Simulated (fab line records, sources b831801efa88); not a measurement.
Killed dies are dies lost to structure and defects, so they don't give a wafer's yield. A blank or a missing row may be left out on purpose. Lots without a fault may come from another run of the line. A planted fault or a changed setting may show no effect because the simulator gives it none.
Tool commonality check | flow sky130 | 12 lots, 36 wafers sampled

WHY IT WAS OPENED
At SKY_NWELL_OVL_MEAS_23 the reading NWELL_01_OVL is flagged on 2 of 12 lots. Wafers without a fault read -1.2 nm, standard deviation 1.5.
Rule: a lot is flagged when every wafer of it that has a number lies more than 4 standard deviations from that mean, or none has a number. The other lots count as sound.

lot  | measured     | on         | NWELL_01_OVL (nm), wafer by wafer | flag
L579 | day 5 08:35  | overlay-02 | 0.6 0.3 0.3                       |
L580 | day 5 16:35  | overlay-01 | -0.1 -0.4 -0.7                    |
L581 | day 5 22:53  | overlay-01 | 1.4 -0.9 -0.6                     |
L583 | day 6 08:19  | overlay-01 | -2.5 -1.9 -1.5                    |
L585 | day 6 19:40  | overlay-01 | 1.3 2.2 1.6                       |
L587 | day 7 13:18  | overlay-02 | -2.1 -2.4 -2.1                    |
L588 | day 7 15:50  | overlay-02 | -2.8 -2.1 -1.3                    |
L589 | day 7 23:26  | overlay-01 | 172.1 172.5 173.2                 | FLAGGED
L591 | day 8 10:29  | overlay-01 | 173.7 173.4 173.8                 | FLAGGED
L598 | day 10 05:54 | overlay-02 | 1.5 1.7 1.3                       |
L601 | day 11 06:53 | overlay-02 | -0.5 -1.9 -1.2                    |
L602 | day 11 09:28 | overlay-01 | 0.7 0.1 -1.2                      |
The numbers of the flagged lots are 173.1 nm on average: +174.3 nm against the usual, or +99 or more standard deviations.

WHICH TOOL RAN EACH LOT
The record holds 2 process steps before the reading, out of a route of 708 steps. In each cell: the tool, then ch and the chambers that the sampled wafers went through, then the start.
lot  | flag    | SKY_DNWELL_STRIP_08                 | SKY_NWELL_EXPOSE_20
L579 |         | plasma_asher-03 ch 0,1, day 3 05:14 | iline_stepper-02 ch 0, day 4 23:21
L580 |         | plasma_asher-03 ch 0,1, day 3 11:25 | iline_stepper-02 ch 0, day 5 07:29
L581 |         | plasma_asher-03 ch 0,1, day 3 16:50 | iline_stepper-02 ch 0, day 5 13:31
L583 |         | plasma_asher-01 ch 0,1, day 4 01:11 | iline_stepper-02 ch 0, day 5 23:20
L585 |         | plasma_asher-04 ch 0,1, day 4 12:19 | iline_stepper-02 ch 0, day 6 10:17
L587 |         | plasma_asher-03 ch 0,1, day 5 01:32 | iline_stepper-02 ch 0, day 7 03:21
L588 |         | plasma_asher-03 ch 0,1, day 5 06:02 | iline_stepper-01 ch 0, day 7 06:04
L589 | FLAGGED | plasma_asher-04 ch 0,1, day 5 10:58 | iline_stepper-02 ch 0, day 7 13:07
L591 | FLAGGED | plasma_asher-03 ch 0,1, day 5 20:56 | iline_stepper-02 ch 0, day 7 23:55
L598 |         | plasma_asher-04 ch 0,1, day 7 12:05 | iline_stepper-01 ch 0, day 9 18:06
L601 |         | plasma_asher-01 ch 0,1, day 8 09:10 | iline_stepper-01 ch 0, day 10 18:38
L602 |         | plasma_asher-01 ch 0,1, day 8 12:10 | iline_stepper-01 ch 0, day 10 21:40
What these steps do:
- SKY_DNWELL_STRIP_08: strips in O2/N2.
- SKY_NWELL_EXPOSE_20: exposes mask NWM COMPLEMENT, target cd 840 nm.
- SKY_NWELL_OVL_MEAS_23

FLAGGED OVER TOTAL, TOOL BY TOOL (the gauges that took the reading come last)
step                  | tool             | lots run | flagged | share of the flagged lots | sound lots run after its first flagged lot
SKY_DNWELL_STRIP_08   | plasma_asher-01  | 3        | 0       | none                      | -
SKY_DNWELL_STRIP_08   | plasma_asher-03  | 6        | 1       | some                      | 0
SKY_DNWELL_STRIP_08   | plasma_asher-04  | 3        | 1       | some                      | 1 (L598)
SKY_NWELL_EXPOSE_20   | iline_stepper-01 | 4        | 0       | none                      | -
SKY_NWELL_EXPOSE_20   | iline_stepper-02 | 8        | 2       | all                       | 0
SKY_NWELL_OVL_MEAS_23 | overlay-01       | 7        | 2       | all                       | 1 (L602)
SKY_NWELL_OVL_MEAS_23 | overlay-02       | 5        | 0       | none                      | -

WHAT THE TABLE ALLOWS
2 rows of the table ran every flagged lot: iline_stepper-02 at SKY_NWELL_EXPOSE_20, overlay-01 at SKY_NWELL_OVL_MEAS_23.
- iline_stepper-02 at SKY_NWELL_EXPOSE_20: 2 of its 8 lots flagged. Its last sound lot is L587 (day 7 03:21), its first flagged lot L589 (day 7 13:07): a fault that began between those two fits.
- overlay-01 at SKY_NWELL_OVL_MEAS_23: 2 of its 7 lots flagged. Sound lots ran on it after the first flagged one (L602), which a lasting fault on the whole tool wouldn't allow.
One tool is left: iline_stepper-02 at SKY_NWELL_EXPOSE_20.

WHAT THE SIMULATOR HAD PUT IN
Scanner matching overlay: iline_stepper-02, from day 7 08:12 on, at SKY_NWELL_EXPOSE_20. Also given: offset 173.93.
Lots struck among those shown: L589, L591. The rule above found the same.
